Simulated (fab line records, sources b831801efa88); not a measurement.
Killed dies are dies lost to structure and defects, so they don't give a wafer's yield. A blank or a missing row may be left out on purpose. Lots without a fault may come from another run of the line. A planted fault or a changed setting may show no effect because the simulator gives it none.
fab line records | flow sky130
record lots=5 wafers=15 last_day=50
route steps=708 shown VIA2@525 METAL3@532 CAPM@537 PAD_OPEN@708
lots that met no fault: from a run of the same line without faults
start_h: hours from the record's first day to the start of the lot's first wafer shown | wait_h: hours since the lot's step before | " the same as in the row above | L1.1+2: a row that stands for several wafers | - no value, or no start given | * or withheld: withheld | < > ~ a bound
route shown NAME@n: a module of which the file shows steps, and the number in the route of the first | usual: mean/standard deviation of fault-free wafers | same: alike in all rows | chamber/n: place in a boat | sites: the reading at each site | _std_site: their standard deviation | _edge_site: outer sites' mean less inner sites' | radius_mm: how far each site lies from the wafer's centre | mask NAME#n: copy n | behind: the tool/chamber that last shaped the wafer | hold: why the lot was held/for how many hours/how that ended | device: the transistor (n, p or np) that didn't switch | end of line: the same wafers' tests at the end of the route | a step without rows: its recipe alone | killed: dies lost to structure and defects at the first sort, not the wafer's yield | map: a wafer's dies, x killed, . not, _ none there
set.NAME: the setting as run; set.NAME@STEP: as run at that earlier step | model.NAME: the simulator's own value behind a step, which no gauge read
lots at some steps of the route; a table a step, a row a wafer
services: from which hour (start_h, from the record's first day; less than 0 if before it) a tool's chamber was out of use, for how many hours, and why
## steps
# step SKY_VIA2_CLEAN_18
# recipe chemistry=IPA time_s=180 temp_c=25
# step SKY_VIA2_CLEAN_19
# recipe chemistry=O3/DIW dry=n2_spin
# step SKY_VIA2_SPUTTER_20
# recipe material=TiN target_thk_nm=20 chamber_pressure_pa=5 power_w=4000 time_s=80
# step SKY_VIA2_CVD_21
# recipe material=W target_thk_nm=420 time_s=126.4 temp_c=400 pressure_torr=40
# step SKY_VIA2_CMP_24
# recipe stop_on=SiO2 t_overpolish_s=20 down_force_psi=3.5 platen_rpm=60 target_thk_nm=0 pad_velocity_m_s=0.94248
# step SKY_METAL3_SPUTTER_00
# recipe material=Ti target_thk_nm=15 power_w=3000 time_s=10 chamber_pressure_pa=0.4
# step SKY_METAL3_SPUTTER_01
# recipe material=TiN target_thk_nm=20 power_w=6500 time_s=16.7 chamber_pressure_pa=0.4
# step SKY_METAL3_SPUTTER_02
# recipe material=AlCu target_thk_nm=735 power_w=10600 time_s=39.1 chamber_pressure_pa=0.4
# step SKY_METAL3_SPUTTER_03
# recipe material=Ti target_thk_nm=5 power_w=3000 time_s=3.3 chamber_pressure_pa=0.4
# step SKY_METAL3_SPUTTER_04
# recipe material=TiN target_thk_nm=70 power_w=6500 time_s=58.3 chamber_pressure_pa=0.4
# step SKY_CAPM_CVD_00
# recipe material=SiO2 target_thk_nm=15.5 temp_c=400 time_s=withheld rf_w=450
# usual heater_power_w=722/110
# columns lot.wafer tool chamber start_h wait_h heater_power_w model.SiO2_of_CAPM_CVD_00.thk_nm
L463.1 pecvd-01 0 865.50 0.0 962 14.86
L463.2 " 2 " " 693 15.12
L463.5 " 2 " " 708 15.47
L472.1 pecvd-01 2 922.94 0.0 689 15.35
L472.2 " 0 " " 827 17.99
L472.4 " 2 " " 682 18.24
L473.2 pecvd-01 0 935.09 0.0 955 18.08
L473.3 " 1 " " 635 15.5
L473.5 " 2 " " 750 15.82
L479.2 pecvd-01 0 964.47 0.0 954 17.98
L479.3 " 2 " " 766 15.51
L479.4 " 2 " " 761 18.33
L484.1 pecvd-02 0 998.59 0.0 762 15.38
L484.3 " 1 " " 644 15.36
L484.6 " 0 " " 761 15.69
# step SKY_CAPM_THK_MEAS_01
# recipe reads=SiO2_of_CAPM_CVD_00
# usual CAPM_CVD_00_THK=15.45/0.23
# columns lot.wafer tool chamber start_h wait_h CAPM_CVD_00_THK[nm]
L463.1 film_metro-02 - 865.52 - 14.90
L463.2 " - " " 15.12
L463.5 " - " " 15.47
L472.1 film_metro-03 - 922.97 - 15.36
L472.2 " - " " 17.99
L472.4 " - " " 18.22
L473.2 film_metro-02 - 935.12 - 18.11
L473.3 " - " " 15.50
L473.5 " - " " 15.85
L479.2 film_metro-02 - 964.50 - 17.95
L479.3 " - " " 15.53
L479.4 " - " " 18.37
L484.1 film_metro-02 - 998.61 - 15.45
L484.3 " - " " 15.35
L484.6 " - " " 15.69
# step SKY_CAPM_SPUTTER_02
# recipe material=TiN target_thk_nm=200 temp_c=300 power_w=6500 time_s=166.7 chamber_pressure_pa=0.4
# step SKY_CAPM_DEHYDRATE_05
# recipe temp_c=200 time_s=60
# step SKY_CAPM_HMDS_06
# recipe prime_time_s=60 prime_temp_c=120
# step SKY_CAPM_COAT_07
# recipe resist=NOVOLAK spin_rpm=3000 resist_thk_nm=1140
# step SKY_CAPM_SOFTBAKE_08
# recipe temp_c=90 time_s=60 resist=NOVOLAK
# step SKY_CAPM_EXPOSE_09
# recipe mask_id=CAPM na=0.6 source_shape=conventional sigma_outer=0.6 polarization=unpolarized target_cd_nm=1000 dose_mj=159
# step SKY_CAPM_PEB_10
# recipe temp_c=withheld time_s=* resist=NOVOLAK
# step SKY_CAPM_DEVELOP_11
# recipe resist=NOVOLAK developer=TMAH develop_time_s=60 dev_temp_c=23
# step SKY_CAPM_METAL_ETCH_13
# recipe target_depth_nm=220 stop_on=SiO2 chemistry=Cl2/BCl3 target=TiN pressure_mtorr=10 icp_w=900 bias_w=48.5 Cl2_flow_sccm=60 bcl3_flow_sccm=30 time_s=62.9
# step SKY_CAPM_STRIP_14
# recipe chemistry=O2/N2 power_w=1400 pressure_mtorr=1500 platen_temp_c=withheld o2_flow_sccm=3000 n2_flow_sccm=300 overash_fraction=0.5
# step SKY_CAPM_STRIP_15
# recipe chemistry=post_etch_residue_remover time_s=1200 temp_c=72.5
# step SKY_CAPM_CLEAN_16
# recipe chemistry=IPA time_s=180 temp_c=25
# step SKY_CAPM_CLEAN_17
# recipe chemistry=O3/DIW dry=n2_spin
# step SKY_METAL3_DEHYDRATE_05
# recipe temp_c=200 time_s=60
# step SKY_METAL3_HMDS_06
# recipe prime_time_s=60 prime_temp_c=120
# step SKY_METAL3_COAT_07
# recipe resist=BARC temp_c=withheld time_s=withheld spin_rpm=3000 resist_thk_nm=60
# step SKY_METAL3_COAT_08
# recipe resist=KrF-thick spin_rpm=3000 resist_thk_nm=1140
# step SKY_METAL3_SOFTBAKE_09
# recipe temp_c=100 time_s=90 resist=KrF-thick
# step SKY_METAL3_EXPOSE_10
# recipe mask_id=MM3 na=0.68 source_shape=annular sigma_inner=0.4 sigma_outer=0.8 target_cd_nm=300 dose_mj=28
# step SKY_METAL3_PEB_11
# recipe peb_temp_c=withheld peb_time_s=withheld resist=KrF-thick
# step SKY_METAL3_DEVELOP_12
# recipe develop_time_s=60 resist=KrF-thick dev_temp_c=21
# step SKY_METAL3_DESCUM_15
# recipe chemistry=O2 source_power_w=150 bias_power_w=0 pressure_mtorr=10 temp_c=40 time_s=8
# step SKY_METAL3_ETCH_16
# recipe chemistry=N2/H2 target=BARC ion_energy_ev=200 bias_w=100 pressure_mtorr=30 n2_flow_sccm=100 h2_flow_sccm=200 icp_w=500 stop_on=SiO2 time_s=88.2 target_depth_a=600
# step SKY_METAL3_ETCH_17
# recipe target=SiO2 stop_on=TiN chemistry=C4F8/O2/Ar source_w=1500 bias_w=1200 pressure_mtorr=40 c4f8_flow_sccm=withheld O2_flow_sccm=6 Ar_flow_sccm=300 time_s=3.9 target_depth_a=150
# usual oes_product_au=0.753/0.0068
# columns lot.wafer tool chamber start_h wait_h oes_product_au rf_hours_counter_h
L463.1 rie_diel-03 1 916.73 0.1 0.745 14
L463.2 " 2 " " 0.736 21
L463.5 " 2 " " 0.752 -
L472.1 rie_diel-04 1 972.07 0.1 0.752 10
L472.2 " 2 " " 0.812 17
L472.4 " 3 " " 0.827 12
L473.2 rie_diel-03 1 982.50 0.1 0.820 17
L473.3 " 2 " " 0.752 23
L473.5 " 3 " " 0.764 -
L479.2 rie_diel-01 0 1013.59 0.1 0.824 12
L479.3 " 2 " " 0.756 6
L479.4 " 1 " " 0.822 12
L484.1 rie_diel-04 2 1046.15 0.1 0.750 19
L484.3 " 0 " " 0.760 16
L484.6 " 3 " " 0.763 -
# step SKY_PAD_OPEN_PROBE_99
# usual defect_limited_yield=82.3/2 killed_at_M0_to_M3=43/7.3 killed_at_M4_up=3.1/1.7 killed_at_contacts=25/5.3 killed_at_front_end=15/4.3 killed_at_other=0.2/0.54 killed_dies=87/10 killed_on_rim=17/3.9 killed_open=48/7.6 killed_short=38/6.1 sort_bin_3_pad_short=0.9/0.42 sort_bin_5_function=10.5/1.5 sort_bin_6_memory=6.3/1.2 sort_n_pass=405/10 sort_yield_pct=82.3/2
# same gross_dies=492 killed_at_back_side=0 sort_bin_4_leakage[%]=0 sort_bin_8_speed[%]=0
# columns lot.wafer tool chamber start_h wait_h defect_limited_yield[%] killed_at_M0_to_M3 killed_at_M4_up killed_at_contacts killed_at_front_end killed_at_other killed_dies killed_on_rim killed_open killed_short sort_bin_3_pad_short[%] sort_bin_5_function[%] sort_bin_6_memory[%] sort_n_pass sort_yield_pct[%] model.etest.cap_mim.bv_v model.etest.cap_mim.leak_log10_a_cm2 model.etest.cap_mim.c_ff_um2
L463.1 prober-02 - 1088.83 0.1 81.5 42 6 28 15 0 91 16 43 48 0.6 12.6 5.3 401 81.5 13.66 -8.78 2.455
L463.2 prober-02 - 1088.88 0.1 83.1 45 2 23 13 0 83 18 47 36 0.6 9.6 6.7 409 83.1 13.71 -8.858 2.402
L463.5 prober-02 - 1089.03 0.2 82.1 51 2 17 18 0 88 14 53 35 1.0 10.4 6.5 404 82.1 14.15 -9.014 2.336
L472.1 prober-01 - 1135.55 0.1 82.7 36 2 32 15 0 85 14 40 45 0.2 10.2 6.9 407 82.7 13.73 -8.95 2.376
L472.2 prober-01 - 1135.60 0.1 80.9 51 3 25 15 0 94 16 57 37 1.0 10.6 7.5 398 80.9 15.97 -9.497 2.026
L472.4 prober-01 - 1135.70 0.2 81.9 44 2 29 14 0 89 15 45 43 2.0 12.4 3.7 403 81.9 16.81 -9.678 1.992
L473.2 prober-01 - 1145.58 0.1 84.3 37 6 20 14 0 77 16 40 37 1.2 8.1 6.3 415 84.3 16.08 -9.612 2.017
L473.3 prober-01 - 1145.63 0.2 82.1 41 4 30 13 0 88 19 49 39 1.0 11.6 5.3 404 82.1 13.94 -8.966 2.33
L473.5 prober-01 - 1145.73 0.2 80.7 43 3 27 22 0 95 13 57 38 1.0 13.6 4.7 397 80.7 13.91 -9.107 2.304
L479.2 prober-01 - 1169.36 0.1 83.9 42 2 19 16 0 79 15 45 34 0.6 9.8 5.7 413 83.9 16.49 -9.502 2.01
L479.3 prober-01 - 1169.41 0.2 81.9 45 3 27 13 1 89 18 52 37 0.8 10.8 6.5 403 81.9 12.91 -8.805 2.355
L479.4 prober-01 - 1169.46 0.2 84.3 44 0 20 13 0 77 13 47 30 0.4 9.6 5.7 415 84.3 16.04 -9.466 1.988
L484.1 prober-01 - 1192.91 0.1 81.1 43 4 31 15 0 93 12 58 34 1.2 12.4 5.3 399 81.1 13.63 -8.954 2.367
L484.3 prober-01 - 1193.01 0.2 82.7 46 5 22 12 0 85 19 47 38 1.2 12.0 4.1 407 82.7 13.67 -9.244 2.391
L484.6 prober-01 - 1193.16 0.2 84.3 37 1 29 10 0 77 13 41 36 1.0 8.7 5.9 415 84.3 14.43 -8.923 2.314
# killed by level:class
L463.1 CONTACT:geometric_particle:open=11 METAL1:geometric_particle:short=8 VIA1:geometric_particle:open=7 FIELD_ISO:geometric_particle:short=6 LI_CONTACT:geometric_particle:open=6 METAL2:geometric_particle:short=6 LOCAL_INTERCONNECT:geometric_particle:short=5 CONTACT:geometric_particle:short=5
L463.2 CONTACT:geometric_particle:open=9 VIA1:geometric_particle:open=9 VIA3:geometric_particle:open=7 FIELD_ISO:geometric_particle:short=6 VIA2:geometric_particle:open=6 METAL2:geometric_particle:short=6 METAL1:geometric_particle:short=5 POLY_GATE:geometric_particle:open=4
L463.5 VIA1:geometric_particle:open=11 CONTACT:geometric_particle:open=10 VIA2:geometric_particle:open=9 VIA3:geometric_particle:open=8 METAL1:geometric_particle:short=7 METAL2:geometric_particle:short=5 POLY_GATE:geometric_particle:open=4 POLY_GATE:geometric_particle:short=4
L472.1 VIA1:geometric_particle:open=12 CONTACT:geometric_particle:short=8 CONTACT:geometric_particle:open=8 METAL2:geometric_particle:short=7 LOCAL_INTERCONNECT:geometric_particle:short=6 LI_CONTACT:geometric_particle:short=5 LI_CONTACT:geometric_particle:open=5 FIELD_ISO:geometric_particle:open=4
L472.2 VIA3:geometric_particle:open=13 VIA1:geometric_particle:open=10 CONTACT:geometric_particle:open=7 METAL2:geometric_particle:short=7 VIA2:geometric_particle:open=7 POLY_GATE:geometric_particle:open=5 LI_CONTACT:geometric_particle:open=5 VIA1:geometric_particle:short=5
L472.4 VIA1:geometric_particle:open=15 LI_CONTACT:geometric_particle:open=12 CONTACT:geometric_particle:short=6 METAL2:geometric_particle:short=5 CONTACT:geometric_particle:open=5 METAL3:geometric_particle:short=5 LOCAL_INTERCONNECT:geometric_particle:short=4 VIA1:geometric_particle:short=4
L473.2 VIA1:geometric_particle:short=9 VIA1:geometric_particle:open=8 CONTACT:geometric_particle:open=7 FIELD_ISO:geometric_particle:short=5 METAL1:geometric_particle:short=5 LI_CONTACT:geometric_particle:open=5 VIA3:geometric_particle:open=5 METAL4:geometric_particle:short=4
L473.3 CONTACT:geometric_particle:open=13 VIA1:geometric_particle:open=12 LI_CONTACT:geometric_particle:open=6 VIA2:geometric_particle:open=5 VIA3:geometric_particle:open=5 LOCAL_INTERCONNECT:geometric_particle:short=4 METAL1:geometric_particle:short=4 VIA1:geometric_particle:short=4
L473.5 CONTACT:geometric_particle:open=14 VIA1:geometric_particle:open=10 VIA3:geometric_particle:open=10 VIA2:geometric_particle:open=6 FIELD_ISO:geometric_particle:open=5 POLY_GATE:geometric_particle:short=5 FIELD_ISO:geometric_particle:short=4 LOCAL_INTERCONNECT:geometric_particle:short=4
L479.2 VIA1:geometric_particle:open=11 VIA3:geometric_particle:open=7 CONTACT:geometric_particle:short=6 METAL2:geometric_particle:short=6 POLY_GATE:geometric_particle:open=5 CONTACT:geometric_particle:open=5 LI_CONTACT:geometric_particle:open=4 VIA2:geometric_particle:short=4
L479.3 VIA1:geometric_particle:open=12 LI_CONTACT:geometric_particle:open=11 VIA3:geometric_particle:open=11 METAL2:geometric_particle:short=5 FIELD_ISO:geometric_particle:open=4 LOCAL_INTERCONNECT:geometric_particle:short=4 CONTACT:geometric_particle:short=4 CONTACT:geometric_particle:open=4
L479.4 CONTACT:geometric_particle:open=11 METAL2:geometric_particle:short=10 VIA1:geometric_particle:open=9 VIA2:geometric_particle:open=7 VIA3:geometric_particle:open=6 LI_CONTACT:geometric_particle:open=4 VIA1:geometric_particle:short=3 FIELD_ISO:geometric_particle:open=3
L484.1 CONTACT:geometric_particle:open=12 VIA1:geometric_particle:open=11 LI_CONTACT:geometric_particle:open=11 VIA2:geometric_particle:open=7 METAL1:geometric_particle:short=6 POLY_GATE:geometric_particle:open=5 METAL3:geometric_particle:short=5 VIA3:geometric_particle:open=5
L484.3 VIA1:geometric_particle:open=10 CONTACT:geometric_particle:open=8 LI_CONTACT:geometric_particle:open=7 METAL3:geometric_particle:short=6 VIA3:geometric_particle:open=5 POLY_GATE:geometric_particle:open=4 VIA2:geometric_particle:open=4 METAL1:geometric_particle:short=4
L484.6 CONTACT:geometric_particle:open=15 METAL1:geometric_particle:short=7 METAL2:geometric_particle:short=7 VIA1:geometric_particle:open=6 FIELD_ISO:geometric_particle:open=4 LI_CONTACT:geometric_particle:open=4 CONTACT:geometric_particle:short=4 VIA1:geometric_particle:short=4
## services
# columns tool chamber start_h hours kind
rie_diel-04 - 843.61 1.6 repair
pecvd-02 - 845.54 2.8 pm
rie_diel-03 1 858.35 1.2 repair
rie_diel-04 2 867.99 9.0 repair
rie_diel-03 3 868.54 2.5 repair
rie_diel-04 1 873.05 6.6 repair
rie_diel-04 2 884.98 3.1 repair
pecvd-01 1 912.25 13.9 repair
pecvd-02 - 928.09 14.6 pm
rie_diel-01 3 930.88 8.6 repair
pecvd-02 - 945.28 1.2 repair
pecvd-02 0 946.44 16.5 scheduled_down
pecvd-01 0 965.30 5.5 scheduled_down
rie_diel-03 - 978.66 2.8 pm
rie_diel-01 - 979.55 1.7 repair
pecvd-01 - 1002.42 0.9 repair
rie_diel-03 - 1019.74 0.2 repair
rie_diel-01 - 1028.57 14.6 pm
pecvd-02 - 1036.99 0.8 repair
pecvd-01 2 1045.85 13.7 repair
## key
first_sign step=SKY_CAPM_THK_MEAS_01 reading=CAPM_CVD_00_THK direction=up sigmas=12 usual=15.45 struck=18.13
effect step=SKY_METAL3_ETCH_17 reading=oes_product_au direction=up sigmas=10 usual=0.753 struck=0.821
model_effect step=SKY_CAPM_CVD_00 value=SiO2_of_CAPM_CVD_00.thk_nm without=15.49 struck=18.12
model_effect step=SKY_PAD_OPEN_PROBE_99 value=etest.cap_mim.bv_v without=13.9 struck=16.28
met_at SKY_CAPM_CVD_00
struck_wafers L472.2,L472.4,L473.2,L479.2,L479.4
onset_between 865.50 922.94
fault kind=process_parameter_drift tool=pecvd-01 chamber=- onset_h=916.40 steps=SKY_CAPM_CVD_00 channel=time_s offset=withheld shape=step end_h=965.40 scope=struck_wafers_only acts_in=*
